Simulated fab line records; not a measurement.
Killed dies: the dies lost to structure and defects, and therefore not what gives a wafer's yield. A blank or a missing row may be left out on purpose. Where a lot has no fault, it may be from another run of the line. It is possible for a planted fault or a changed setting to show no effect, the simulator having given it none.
fab line records	flow sky130
[record] lots = 5	wafers = 15	lastDay = 49
route steps=708 shown POLY_CUT@317 SD_P@320 PAD_OPEN@708
lots that met no fault: taken from a fault-free run of the same line
startH: hours from the record's first day to the start of the lot's first wafer shown	waitH: hours since the lot's step before	" same as the row above	L1.1+2: a row that stands for several wafers	- either no value or no given start	* or withheld: withheld	< > ~ a bound
route shown NAME@n: names a module that has steps shown in the file, with the first one's number in the route	usual: mean/standard deviation of fault-free wafers	same: alike in all rows	chamber/n: place in a boat	sites: per-site readings	_std_site: the standard deviation of these	_edge_site: inner sites' mean taken away from outer sites' mean	radiusMm: how far each site lies from the wafer's centre	mask NAME#n: copy n	behind: tool/chamber where the wafer was last shaped	hold: why the lot was held/for how many hours/how that ended	device: names the non-switching transistor (n, p or np)	end of line: the route-end tests of the same wafers	a step without rows: its recipe alone	killed: count of dies lost to structure and defects at first sort (not the wafer's yield)	map: per-die view of a wafer (x killed, . not killed, _ where there is no die)
set.NAME: setting as actually run; set.NAME@STEP: the setting as run at that earlier step	model.NAME: the simulator's own value behind a step, which no gauge read
lots at selected steps of the route; one table per step, one row per wafer
services: when a tool's chamber went out of use (startH, in hours from the record's first day, below 0 if earlier), for how many hours, and the reason
[[steps]]
[step SKY_POLY_CUT_ETCH_10]
[recipe] chemistry = N2/H2	target = BARC	ionEnergyEv = 200	sourceW = 500	biasW = 100	pressureMtorr = 30	n2FlowSccm = 100	h2FlowSccm = 200	stopOn = SiO2	timeS = 45.9	targetDepthA = 600
[usual] drypumpMotorCurrentA = 5.8/0.35	oesProductAu = 0.856/0.005	throttleValvePct = 13.225/0.0096
lot.wafer	tool	chamber	startH	waitH	drypumpMotorCurrentA	oesProductAu	rfHoursCounterH	throttleValvePct
L848.4	rieDiel-03	2	554.91	0.0	5.7	0.856	4	13.217
L848.5	"	1	"	"	6.2	0.865	-	13.235
L848.6	"	2	"	"	5.7	0.857	-	13.231
L857.1	rieDiel-01	1	657.42	0.0	5.8	0.855	4	13.226
L857.4	"	2	"	"	6.1	0.857	37	13.241
L857.5	"	3	"	"	5.3	0.852	-	13.217
L859.1	rieDiel-01	1	666.21	0.0	5.8	0.855	4	13.228
L859.4	"	0	"	"	5.7	0.851	1	13.230
L859.5	"	0	"	"	5.7	0.861	-	13.226
L863.2	rieDiel-04	0	691.25	0.0	5.7	0.865	39	13.210
L863.4	"	3	"	"	5.7	0.851	18	13.242
L863.6	"	1	"	"	6.1	0.854	-	13.248
L867.1	rieDiel-03	1	717.46	0.0	6.2	0.854	12	13.212
L867.2	"	2	"	"	5.7	0.852	8	13.217
L867.5	"	2	"	"	5.7	0.853	-	13.224
[step SKY_POLY_CUT_ETCH_11]
[recipe] target = Si3N4	chemistry = CF4/CH2F2/Ar	stopOn = poly-Si	sourceW = 600	biasW = 150	pressureMtorr = 40	cf4FlowSccm = 40	ch2f2FlowSccm = 20	Ar_flow_sccm = 150	timeS = 42.5	targetDepthA = 600
[usual] drypumpMotorCurrentA = 5.8/0.35	oesProductAu = 0.831/0.0071	throttleValvePct = 14.995/0.0089
lot.wafer	tool	chamber	startH	waitH	drypumpMotorCurrentA	oesProductAu	rfHoursCounterH	throttleValvePct
L848.4	rieDiel-03	2	554.95	0.0	5.7	0.825	4	14.985
L848.5	"	1	"	"	6.3	0.824	-	14.976
L848.6	"	2	"	"	5.7	0.827	-	14.995
L857.1	rieDiel-01	1	657.46	0.0	5.8	0.830	4	14.985
L857.4	"	2	"	"	6.1	0.838	37	14.983
L857.5	"	3	"	"	5.3	0.832	-	15.001
L859.1	rieDiel-01	1	666.25	0.0	5.8	0.838	4	14.995
L859.4	"	0	"	"	5.7	0.827	1	14.991
L859.5	"	0	"	"	5.7	0.823	-	14.990
L863.2	rieDiel-04	0	691.29	0.0	5.7	0.818	39	14.991
L863.4	"	3	"	"	5.7	0.827	18	14.999
L863.6	"	1	"	"	6.1	0.824	-	14.999
L867.1	rieDiel-03	1	717.51	0.0	6.2	0.832	12	15.007
L867.2	"	2	"	"	5.7	0.827	8	14.993
L867.5	"	2	"	"	5.7	0.835	-	14.995
[step SKY_POLY_CUT_STRIP_12]
[recipe] chemistry = O2/N2	powerW = 1400	pressureMtorr = 1500	platenTempC = withheld	o2FlowSccm = 3000	n2FlowSccm = 300	overashFraction = 0.5
[usual] drypumpMotorCurrentA = 5.69/0.25	oesProductAu = 0.453/0.0045	stripTimeToEndpointS = 5.365/0.017
lot.wafer	tool	chamber	startH	waitH	drypumpMotorCurrentA	oesProductAu	rfHoursCounterH	stripTimeToEndpointS
L848.4	plasmaAsher-03	1	555.03	0.1	5.54	0.447	-	5.377
L848.5	"	1	"	"	5.55	0.455	-	5.388
L848.6	"	0	"	"	6.03	0.456	-	5.369
L857.1	plasmaAsher-02	1	657.50	0.0	5.75	0.454	22	5.346
L857.4	"	0	"	"	5.47	0.454	-	5.364
L857.5	"	0	"	"	5.44	0.448	-	5.352
L859.1	plasmaAsher-03	0	666.29	0.0	6.06	0.457	84	5.385
L859.4	"	1	"	"	5.53	0.453	-	5.370
L859.5	"	0	"	"	6.02	0.454	-	5.346
L863.2	plasmaAsher-03	1	691.33	0.0	5.57	0.447	87	5.378
L863.4	"	1	"	"	5.53	0.453	-	5.389
L863.6	"	1	"	"	5.53	0.455	-	5.344
L867.1	plasmaAsher-03	0	717.55	0.0	6.06	0.446	89	5.372
L867.2	"	1	"	"	5.51	0.462	89	5.350
L867.5	"	0	"	"	6.05	0.454	-	5.381
[step SKY_SD_P_DEHYDRATE_00]
[recipe] tempC = 200	timeS = 60
[step SKY_SD_P_HMDS_01]
[recipe] primeTimeS = 60	primeTempC = 120
[step SKY_SD_P_COAT_02]
[recipe] resist = NOVOLAK	spinRpm = 3000	resistThkNm = 1140
[step SKY_SD_P_SOFTBAKE_03]
[recipe] tempC = 90	timeS = 60	resist = NOVOLAK
[step SKY_SD_P_EXPOSE_04]
[recipe] maskId = PSDM	na = 0.6	sourceShape = conventional	sigmaOuter = 0.6	polarization = unpolarized	targetCdNm = 380	doseMj = 138
[step SKY_SD_P_PEB_05]
[recipe] tempC = withheld	timeS = *	resist = NOVOLAK
[step SKY_SD_P_DEVELOP_06]
[recipe] resist = NOVOLAK	developer = TMAH	developTimeS = 60	devTempC = 23
[step SKY_SD_P_CD_MEAS_07]
[recipe] targetCdNm = 380
[usual] cdNm = 380.3/3
lot.wafer	tool	chamber	startH	waitH	cdNm
L848.4	cdSem-01	-	584.37	0.1	382.4
L848.5	"	-	"	"	383.1
L848.6	"	-	"	"	383.8
L857.1	cdSem-02	-	685.26	0.1	377.1
L857.4	"	-	"	"	378.4
L857.5	"	-	"	"	375.6
L859.1	cdSem-02	-	694.61	0.1	379.0
L859.4	"	-	"	"	374.7
L859.5	"	-	"	"	377.6
L863.2	cdSem-01	-	718.87	0.1	381.7
L863.4	"	-	"	"	378.7
L863.6	"	-	"	"	382.2
L867.1	cdSem-02	-	744.86	0.1	379.3
L867.2	"	-	"	"	380.7
L867.5	"	-	"	"	378.9
[step SKY_SD_P_OVL_MEAS_08]
[usual] SD_P_OVL = -0.7/1.7
lot.wafer	tool	chamber	startH	waitH	SD_P_OVL[nm]
L848.4	overlay-01	-	584.45	0.1	-2.3
L848.5	"	-	"	"	-1.8
L848.6	"	-	"	"	-2.2
L857.1	overlay-01	-	685.38	0.1	-3.1
L857.4	"	-	"	"	-3.2
L857.5	"	-	"	"	-2.5
L859.1	overlay-02	-	694.73	0.1	-0.4
L859.4	"	-	"	"	-1.8
L859.5	"	-	"	"	-2.9
L863.2	overlay-01	-	718.98	0.1	-0.7
L863.4	"	-	"	"	-1.0
L863.6	"	-	"	"	-0.3
L867.1	overlay-02	-	744.98	0.1	0.5
L867.2	"	-	"	"	-0.7
L867.5	"	-	"	"	1.2
[step SKY_SD_P_IMPLANT_09]
[recipe] species = BF2	energyKev = 20	doseCm2 = 3e+15	tiltDeg = 0
[usual] beamEnergyKeV = 20.001/0.0063	endStationPressureTorr = 1.51e-05/1e-06
lot.wafer	tool	chamber	startH	waitH	beamEnergyKeV	endStationPressureTorr
L848.4	implanter-01	0	584.54	0.1	20.004	1.64e-05
L848.5	"	0	"	"	20.003	1.41e-05
L848.6	"	0	"	"	20.007	1.61e-05
L857.1	implanter-01	0	685.42	0.0	20.008	1.58e-05
L857.4	"	0	"	"	20.008	1.59e-05
L857.5	"	0	"	"	20.001	1.47e-05
L859.1	implanter-04	0	694.77	0.0	20.010	1.34e-05
L859.4	"	0	"	"	20.015	1.38e-05
L859.5	"	0	"	"	20.010	1.28e-05
L863.2	implanter-04	0	719.03	0.0	20.003	1.42e-05
L863.4	"	0	"	"	20.004	1.38e-05
L863.6	"	0	"	"	19.992	1.41e-05
L867.1	implanter-02	0	745.02	0.0	19.995	1.69e-05
L867.2	"	0	"	"	19.991	1.53e-05
L867.5	"	0	"	"	19.997	1.51e-05
[step SKY_SD_P_STRIP_10]
[recipe] chemistry = O2/N2	powerW = 1400	pressureMtorr = 1500	platenTempC = withheld	o2FlowSccm = 3000	n2FlowSccm = 300	overashFraction = 0.5
[usual] drypumpMotorCurrentA = 5.6/0.4	oesProductAu = 0.618/0.0042	stripTimeToEndpointS = 17.50/0.036
lot.wafer	tool	chamber	startH	waitH	drypumpMotorCurrentA	oesProductAu	rfHoursCounterH	stripTimeToEndpointS
L848.4	plasmaAsher-01	1	584.65	0.1	6.0	0.619	-	17.49
L848.5	"	1	"	"	6.0	0.619	-	17.57
L848.6	"	0	"	"	5.5	0.624	-	17.46
L857.1	plasmaAsher-03	1	685.57	0.1	5.6	0.621	86	17.37
L857.4	"	1	"	"	5.6	0.622	-	17.47
L857.5	"	0	"	"	6.1	0.620	-	17.40
L859.1	plasmaAsher-01	1	694.92	0.1	6.0	0.617	97	17.51
L859.4	"	1	"	"	6.0	0.618	-	17.58
L859.5	"	0	"	"	5.5	0.617	-	17.52
L863.2	plasmaAsher-03	1	719.16	0.1	5.5	0.625	89	17.47
L863.4	"	1	"	"	5.5	0.621	-	17.44
L863.6	"	0	"	"	6.1	0.618	-	17.45
L867.1	plasmaAsher-04	0	745.17	0.1	5.2	0.618	63	17.50
L867.2	"	1	"	"	4.7	0.625	63	17.47
L867.5	"	0	"	"	5.2	0.616	-	17.49
[step SKY_SD_P_TW_MEAS_11]
[usual] SD_P_TW = 2848/30
lot.wafer	tool	chamber	startH	waitH	SD_P_TW
L848.4	filmMetro-03	-	584.75	0.1	2865
L848.5	"	-	"	"	2867
L848.6	"	-	"	"	2865
L857.1	filmMetro-01	-	685.67	0.1	2787
L857.4	"	-	"	"	2781
L857.5	"	-	"	"	2791
L859.1	filmMetro-01	-	695.02	0.1	2806
L859.4	"	-	"	"	2806
L859.5	"	-	"	"	2814
L863.2	filmMetro-01	-	719.27	0.1	2800
L863.4	"	-	"	"	2794
L863.6	"	-	"	"	2795
L867.1	filmMetro-03	-	745.27	0.1	2874
L867.2	"	-	"	"	2888
L867.5	"	-	"	"	2890
[step SKY_PAD_OPEN_PROBE_99]
[usual] killed_at_M0_to_M3 = 42/6.6	killed_at_M4_up = 3.0/1.8	killedAtContacts = 25/5.1	killedAtFrontEnd = 15/4.4	killedAtOther = 0.3/0.56	killedDies = 86/8.6	killedOpen = 47/6.9	killedShort = 38/6
[same] grossDies = 492	killedAtBackSide = 0
lot.wafer	tool	chamber	startH	waitH	killed_at_M0_to_M3	killed_at_M4_up	killedAtContacts	killedAtFrontEnd	killedAtOther	killedDies	killedOpen	killedShort	model.etest.resHighPo.rsOhmSqRange	model.etest.resPdiff.rsOhmSqRange	model.etest.pfet_01v8.driveUaUmRange
L848.4	prober-02	-	1074.68	0.2	37	3	14	16	0	70	36	32	8.572	6.384	6.223
L848.5	prober-02	-	1074.73	0.2	33	1	18	17	2	71	38	32	8.769	5.186	8.465
L848.6	prober-02	-	1074.78	0.2	29	3	22	17	0	71	41	30	7.781	5.606	6.897
L857.1	prober-01	-	1144.61	0.1	46	2	26	15	0	89	38	51	65.14	24.51	9.193
L857.4	prober-01	-	1144.76	0.2	41	0	25	17	2	85	43	41	66.29	17.69	8.493
L857.5	prober-01	-	1144.81	0.2	43	4	27	16	0	90	54	36	64.54	19.4	10.74
L859.1	prober-01	-	1151.68	0.1	53	1	29	7	0	90	56	34	9.875	8.435	8.776
L859.4	prober-01	-	1151.83	0.2	37	2	29	10	0	78	39	39	10.3	5.729	6.915
L859.5	prober-01	-	1151.88	0.2	43	1	28	18	1	91	58	33	9.245	6.967	7.186
L863.2	prober-01	-	1166.04	0.1	35	0	30	16	0	81	42	39	6.387	4.181	5.686
L863.4	prober-01	-	1166.14	0.2	48	3	31	9	0	91	47	44	8.198	4.253	6.286
L863.6	prober-01	-	1166.24	0.2	40	2	33	14	0	89	49	39	7.376	4.171	7.168
L867.1	prober-01	-	1182.81	0.1	38	4	31	15	0	88	49	39	9.051	6.126	6.471
L867.2	prober-01	-	1182.86	0.1	48	3	19	13	1	84	47	37	6.258	5.84	6.442
L867.5	prober-01	-	1183.01	0.2	38	2	21	13	1	75	35	40	9.602	5.529	5.287
// killed by level:class
L848.4 FIELD_ISO:geometricParticle:open=6 CONTACT:geometricParticle:open=6 VIA1:geometricParticle:open=6 LI_CONTACT:geometricParticle:open=5 METAL2:geometricParticle:short=5 VIA3:geometricParticle:short=5 METAL1:geometricParticle:short=4 VIA2:geometricParticle:open=4
L848.5 VIA1:geometricParticle:open=10 CONTACT:geometricParticle:open=8 FIELD_ISO:geometricParticle:short=6 POLY_GATE:geometricParticle:open=5 METAL1:geometricParticle:short=5 POLY_GATE:geometricParticle:short=4 LI_CONTACT:geometricParticle:open=4 VIA2:geometricParticle:open=4
L848.6 LI_CONTACT:geometricParticle:open=7 CONTACT:geometricParticle:open=7 VIA1:geometricParticle:open=7 POLY_GATE:geometricParticle:open=5 CONTACT:geometricParticle:short=5 METAL1:geometricParticle:short=5 METAL2:geometricParticle:short=5 VIA3:geometricParticle:open=5
L857.1 METAL1:geometricParticle:short=9 CONTACT:geometricParticle:short=7 LI_CONTACT:geometricParticle:open=6 VIA1:geometricParticle:open=6 LOCAL_INTERCONNECT:geometricParticle:short=6 VIA3:geometricParticle:open=6 METAL2:geometricParticle:short=6 CONTACT:geometricParticle:open=5
L857.4 LI_CONTACT:geometricParticle:open=9 VIA2:geometricParticle:open=7 CONTACT:geometricParticle:short=6 VIA1:geometricParticle:open=6 METAL2:geometricParticle:short=6 VIA3:geometricParticle:open=6 FIELD_ISO:geometricParticle:open=5 FIELD_ISO:geometricParticle:short=5
L857.5 VIA1:geometricParticle:open=14 LI_CONTACT:geometricParticle:open=11 VIA3:geometricParticle:open=6 LOCAL_INTERCONNECT:geometricParticle:short=6 CONTACT:geometricParticle:open=6 FIELD_ISO:geometricParticle:short=5 FIELD_ISO:geometricParticle:open=5 VIA2:geometricParticle:short=5
L859.1 LI_CONTACT:geometricParticle:open=15 VIA1:geometricParticle:open=14 VIA3:geometricParticle:open=10 VIA2:geometricParticle:open=6 METAL2:geometricParticle:short=6 CONTACT:geometricParticle:short=5 LOCAL_INTERCONNECT:geometricParticle:short=4 CONTACT:geometricParticle:open=4
L859.4 CONTACT:geometricParticle:open=9 METAL2:geometricParticle:short=7 VIA3:geometricParticle:open=6 LOCAL_INTERCONNECT:geometricParticle:short=6 VIA1:geometricParticle:open=6 LI_CONTACT:geometricParticle:open=5 VIA1:geometricParticle:short=5 VIA2:geometricParticle:open=5
L859.5 CONTACT:geometricParticle:open=17 VIA1:geometricParticle:open=12 VIA3:geometricParticle:open=8 FIELD_ISO:geometricParticle:open=6 VIA2:geometricParticle:short=5 LI_CONTACT:geometricParticle:open=4 VIA1:geometricParticle:short=4 METAL1:geometricParticle:short=4
L863.2 VIA1:geometricParticle:open=11 CONTACT:geometricParticle:short=8 CONTACT:geometricParticle:open=7 LI_CONTACT:geometricParticle:open=6 LOCAL_INTERCONNECT:geometricParticle:short=6 POLY_GATE:geometricParticle:open=5 METAL1:geometricParticle:short=5 VIA2:geometricParticle:open=5
L863.4 CONTACT:geometricParticle:open=16 VIA1:geometricParticle:open=15 VIA1:geometricParticle:short=12 VIA3:geometricParticle:open=6 LI_CONTACT:geometricParticle:short=5 METAL2:geometricParticle:short=5 LI_CONTACT:geometricParticle:open=4 FIELD_ISO:geometricParticle:open=3
L863.6 VIA1:geometricParticle:open=13 CONTACT:geometricParticle:open=11 VIA3:geometricParticle:open=8 VIA1:geometricParticle:short=7 LI_CONTACT:geometricParticle:open=6 LI_CONTACT:geometricParticle:short=6 CONTACT:geometricParticle:short=6 POLY_GATE:geometricParticle:short=5
L867.1 CONTACT:geometricParticle:open=11 VIA2:geometricParticle:open=8 METAL1:geometricParticle:short=8 VIA1:geometricParticle:open=6 CONTACT:geometricParticle:short=6 LI_CONTACT:geometricParticle:open=5 POLY_GATE:geometricParticle:open=4 LI_CONTACT:geometricParticle:short=4
L867.2 VIA2:geometricParticle:open=12 VIA1:geometricParticle:open=9 LI_CONTACT:geometricParticle:open=7 CONTACT:geometricParticle:open=6 METAL1:geometricParticle:short=6 METAL2:geometricParticle:short=6 FIELD_ISO:geometricParticle:open=4 VIA1:geometricParticle:short=4
L867.5 METAL1:geometricParticle:short=10 CONTACT:geometricParticle:open=8 LI_CONTACT:geometricParticle:open=6 VIA1:geometricParticle:open=6 METAL2:geometricParticle:short=5 POLY_GATE:geometricParticle:short=4 LOCAL_INTERCONNECT:geometricParticle:short=4 VIA2:geometricParticle:short=4
[[services]]
tool	chamber	startH	hours	kind
implanter-04	-	540.04	0.6	repair
implanter-04	-	543.21	3.2	pm
rieDiel-04	-	557.84	1.0	repair
plasmaAsher-03	-	585.14	5.2	repair
implanter-02	-	588.16	3.8	pm
rieDiel-01	0	592.88	-	clean
rieDiel-01	0	592.88	13.6	scheduledDown
rieDiel-01	0	592.88	13.6	ventCycle
rieDiel-04	-	621.68	0.1	repair
rieDiel-04	-	630.53	2.8	pm
plasmaAsher-03	-	633.32	2.1	repair
implanter-04	-	647.03	1.6	repair
plasmaAsher-04	-	660.52	18.9	pm
rieDiel-01	0	667.44	16.9	repair
implanter-04	-	675.71	2.1	repair
implanter-01	-	686.43	4.6	pm
rieDiel-03	2	694.78	5.4	repair
rieDiel-01	-	695.31	3.6	repair
plasmaAsher-03	-	701.20	5.6	repair
rieDiel-03	2	720.69	5.6	repair
implanter-01	-	723.38	2.3	repair
rieDiel-01	0	728.26	2.7	repair
plasmaAsher-03	-	728.41	1.7	repair
plasmaAsher-01	-	733.75	9.0	pm
[[key]]
[firstSign] step = SKY_SD_P_STRIP_10	reading = stripTimeToEndpointS	direction = down	sigmas = 2.5	usual = *	struck = *
effect none on later readings
[modelEffect] step = SKY_PAD_OPEN_PROBE_99	value = etest.resHighPo.rsOhmSqRange	without = 7.311	struck = 65.32
metAt SKY_SD_P_IMPLANT_09
struckWafers L857.1,L857.4,L857.5
testerLeftOut L857
onsetBetween 584.54 685.42
alsoFits SKY_POLY_CUT_STRIP_12:plasmaAsher-02
[fault] kind = processParameterDrift	tool = implanter-01	chamber = -	onsetH = 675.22	steps = SKY_SD_P_IMPLANT_09	channel = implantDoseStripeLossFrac	offset = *	shape = step	endH = 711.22
// testerLeftOut: of these lots the tester's yield and bins aren't shown, on N5 and GAA mostly nor the transistor test; their killed dies are dies lost to structure and defects alone, not to doping, threshold or leakage, so they don't give the yield
